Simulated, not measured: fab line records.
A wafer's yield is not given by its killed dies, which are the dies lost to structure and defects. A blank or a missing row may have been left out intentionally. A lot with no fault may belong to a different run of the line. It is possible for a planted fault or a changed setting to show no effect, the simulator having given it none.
A lot that was struck, set against a sound lot ; flow gf180mcu ; 28 steps out of a route of 602
Sound: these wafers, L541.3, L541.4, L541.5. Struck: wafers L556.1, L556.4, L556.5. The cause comes at the end.
Order at every step that has rows: each side's tool, ch and its chambers, its first start. Under that, the readings that differ: sound wafers ; struck wafers ; difference of the means ; sigmas: that difference in standard deviations of wafers without a fault.
alike: a reading whose means differ by less than 2 such deviations, as well as words and numbers matching on both sides. not compared: withheld readings; readings where some wafer has no value; bounds like >300 that might hide an equal value; numbers whose values overlap and for which the record gives no deviation.
Wherever a step has rows on one side only, a row that says differs or no value, or a row with sigmas, the two part there. Numbers that have no deviation but don't overlap get no sigmas and don't part them. A reading missing from all wafers of one side parts the sides only when that side holds two or more wafers.

GF_V3_OVL_MEAS_15:
  sound on overlay-01 at day 23 02:42; struck on overlay-02 at day 27 21:32
  alike: V3_OVL
then, 1 step without rows for these wafers: GF_V3_ETCH_16 (etches BARC in N2/H2).
GF_V3_ETCH_17: etches SiO2 in C4F8/O2/Ar, stops on TiN, target depth 635 nm.
  sound on rie_diel-03 ch 0,1,2; struck on rie_diel-04 ch 0,2,3
  alike: chamber_pressure_mTorr, oes_product_au
GF_V3_STRIP_18: strips in O2/N2.
  sound on plasma_asher-04 ch 0,1, day 23 02:53; struck on plasma_asher-04 ch 0,1, day 27 21:41
  alike: chamber_pressure_mTorr, drypump_motor_current_A, heater_power_w, n2_flow_sccm, o2_flow_sccm, oes_product_au
  not compared: rf_hours_counter_h
then, 2 steps without rows for these wafers: GF_V3_STRIP_19 (strips in post etch residue remover, time 1200 s); GF_V3_CLEAN_20 (cleans in DIW).
GF_V3_SPUTTER_21: material Ti, target thk 15 nm, time 80.02 s.
  sound on pvd_sputter-03 at day 23 03:23; struck on pvd_sputter-03 at day 27 22:16
  alike: cathode_dc_power_W, chamber_pressure_pa, throttle_valve_pct
GF_V3_SPUTTER_22: material TiN, target thk 10 nm, time 40 s.
  sound on pvd_sputter-03 at day 23 03:27; struck on pvd_sputter-03 at day 27 22:19
  alike: cathode_dc_power_W, chamber_pressure_pa, throttle_valve_pct
then, 1 step without rows for these wafers: GF_V3_CVD_23 (deposits W, target thk 350 nm, time 104.9 s).
GF_V3_RS_MEAS_24: uses a four-point probe to measure.
  sound on film_metro-02 at day 23 03:38; struck on film_metro-02 at day 27 22:28
  alike: V3_W_RS
GF_V3_THK_MEAS_25: measures by xrf.
  sound on film_metro-02 at day 23 03:44; struck on film_metro-02 at day 27 22:35
  alike: V3_W_THK
then, 1 step without rows for these wafers: GF_V3_CMP_26 (polishes, stops on SiO2, t overpolish 15 s, target thk 0 nm).
GF_M4_SPUTTER_00: material Ti, target thk 37.5 nm, time 150 s.
  sound on pvd_sputter-01 at day 23 04:05; struck on pvd_sputter-02 at day 27 22:57
  no value came back on the struck wafers for cathode_dc_power_W (W), chamber_pressure_pa (Pa), throttle_valve_pct (%); on the sound wafers cathode_dc_power_W (W) reads 4000.8 4000.1 3999.9
then, 11 steps without rows for these wafers: GF_M4_SPUTTER_01 (material TiN, target thk 30 nm, time 25 s); GF_M4_SPUTTER_02 (material AlCu, target thk 450 nm, time 23.9 s); GF_M4_SPUTTER_03 (material Ti, target thk 10 nm, time 6.7 s); GF_M4_SPUTTER_04 (material TiN, target thk 50 nm, time 41.7 s); GF_M4_DEHYDRATE_07 (time 60 s); GF_M4_HMDS_08 (prime time 60 s); GF_M4_COAT_09 (resist thk 1000 nm); GF_M4_SOFTBAKE_10 (time 60 s); GF_M4_EXPOSE_11 (exposes mask Metal4, target cd 280 nm); GF_M4_PEB_12 (peb time 90 s); GF_M4_DEVELOP_13 (develop time 60 s).
GF_M4_CD_MEAS_14: target cd 280 nm.
  sound on cd_sem-01 at day 24 02:47; struck on cd_sem-01 at day 28 22:43
  alike: cd_nm
GF_M4_OVL_MEAS_15:
  sound on overlay-02 at day 24 02:53; struck on overlay-02 at day 28 22:50
  alike: M4_OVL
GF_M4_METAL_ETCH_16: etches the open film in Cl2/BCl3, stops on SiO2, target depth 627.5 nm, time 104.6 s.
  sound on rie_metal-02 ch 0,1, day 24 02:57; struck on rie_metal-01 ch 0,1, day 28 22:53
reading;sound;struck;difference;sigmas
oes_product_au (a.u.);0.969 0.964 0.960;1.000 0.994 0.995;+0.032;+5
throttle_valve_pct (%);28.236 28.244 28.267;28.215 28.229 28.217;-0.029;-3
  alike: chamber_pressure_mTorr, drypump_motor_current_A
  not compared: rf_hours_counter_h
GF_M4_STRIP_17: strips in O2/N2.
  sound on plasma_asher-04 ch 0,1, day 24 03:04; struck on plasma_asher-02 ch 0,1, day 28 22:59
  alike: chamber_pressure_mTorr, drypump_motor_current_A, heater_power_w, n2_flow_sccm, o2_flow_sccm, oes_product_au, strip_time_to_endpoint_s
  not compared: rf_hours_counter_h

== WHERE THEY PART ==
First at GF_M4_SPUTTER_00; last, within this record, at GF_M4_METAL_ETCH_16. Later steps at which nothing parts them and some readings are alike: GF_M4_STRIP_17.

WHY: what the simulator had put in
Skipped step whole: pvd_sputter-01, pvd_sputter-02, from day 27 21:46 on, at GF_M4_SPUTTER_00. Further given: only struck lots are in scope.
